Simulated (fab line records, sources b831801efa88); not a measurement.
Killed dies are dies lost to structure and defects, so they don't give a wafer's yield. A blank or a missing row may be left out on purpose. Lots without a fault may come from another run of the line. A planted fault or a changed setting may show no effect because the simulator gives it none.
One fault seen from 2 desks | flow sky130 | each desk has only its own numbers; what lay behind them comes last

THE METROLOGY DESK
What the gauges read, lot by lot, whatever tool the lot ran on: means of the sampled wafers that have a number. A lot is out of limits, marked OUT, if its mean lies more than 4 standard deviations from the usual mean; the brackets give that distance.
Columns: A = VIA3_HDPCVD_THK at SKY_VIA3_THK_MEAS_01, usual 1625 nm; B = VIA3_BOW at SKY_VIA3_BOW_MEAS_03, usual 79 um; C = cd_nm at SKY_VIA3_CD_MEAS_12, usual 199.7 nm
lot  | first seen here | A               | B  | C
L724 | day 36 16:24    | 1602            | 73 | 201.6
L729 | day 37 16:10    | 1624            | 92 | 200.7
L728 | day 37 18:11    | 1628            | 83 | 200.8
L730 | day 38 07:31    | 1625            | 72 | 199.6
L731 | day 38 16:21    | 1625            | 81 | 201.4
L733 | day 38 17:22    | 1649            | 81 | 199.8
L737 | day 39 21:35    | 1734 (+7.2) OUT | 68 | 200.2
L739 | day 40 17:07    | 1729 (+6.9) OUT | 82 | 195.1
L743 | day 47 08:41    | 1618            | 79 | 200.5
L744 | day 47 13:43    | 1642            | 78 | 198.9
L745 | day 47 14:09    | 1622            | 79 | 200.5
L746 | day 47 15:28    | 1634            | 74 | 200.1
This desk's finding: out of limits on L737, L739; first on L737, day 39 21:35 (VIA3_HDPCVD_THK at SKY_VIA3_THK_MEAS_01). In limits: L724, L729, L728, L730, L731, L733, L743, L744, L745, L746.

THE TOOL OWNER'S DESK: hdpcvd-02
The tool's own readings at SKY_VIA3_HDPCVD_00 (deposits SiO2, target thk 1635 nm, time 272.5 s): means of the sampled wafers that have a number, for each lot that ran on this tool. A lot is out of limits, marked OUT, if its mean lies more than 4 standard deviations from the usual mean; the brackets give that distance.
Columns: A = sih4_flow_sccm at SKY_VIA3_HDPCVD_00, usual 60.00 sccm
lot  | first seen here | A
L724 | day 36 16:14    | 59.74
L728 | day 37 18:01    | 60.00
L730 | day 38 07:21    | 60.08
L737 | day 39 21:25    | 63.93 (+22) OUT
L739 | day 40 16:57    | 63.93 (+22) OUT
L743 | day 47 08:30    | 60.01
L744 | day 47 13:32    | 60.08
L746 | day 47 15:17    | 60.18
This desk's finding: out of limits on L737, L739; first on L737, day 39 21:25 (sih4_flow_sccm at SKY_VIA3_HDPCVD_00). In limits: L724, L728, L730, L743, L744, L746.

PUT TOGETHER
The tool owner's desk could have raised an alarm at day 39 21:25, on L737, L739.
The metrology desk could have raised an alarm at day 39 21:35, on L737, L739.
Of the lots named, all ran SKY_VIA3_HDPCVD_00 on hdpcvd-02.

WHAT THE SIMULATOR HAD PUT IN
Process parameter drift: hdpcvd-02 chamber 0, from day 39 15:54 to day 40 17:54, at SKY_VIA3_HDPCVD_00. Setting sih4_flow_sccm, moved by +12, from 60. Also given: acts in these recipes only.
Lots struck among those shown: L737, L739.
Hours from the fault's start to each desk's first reading out of limits: the tool owner's desk, 6; the metrology desk, 6.
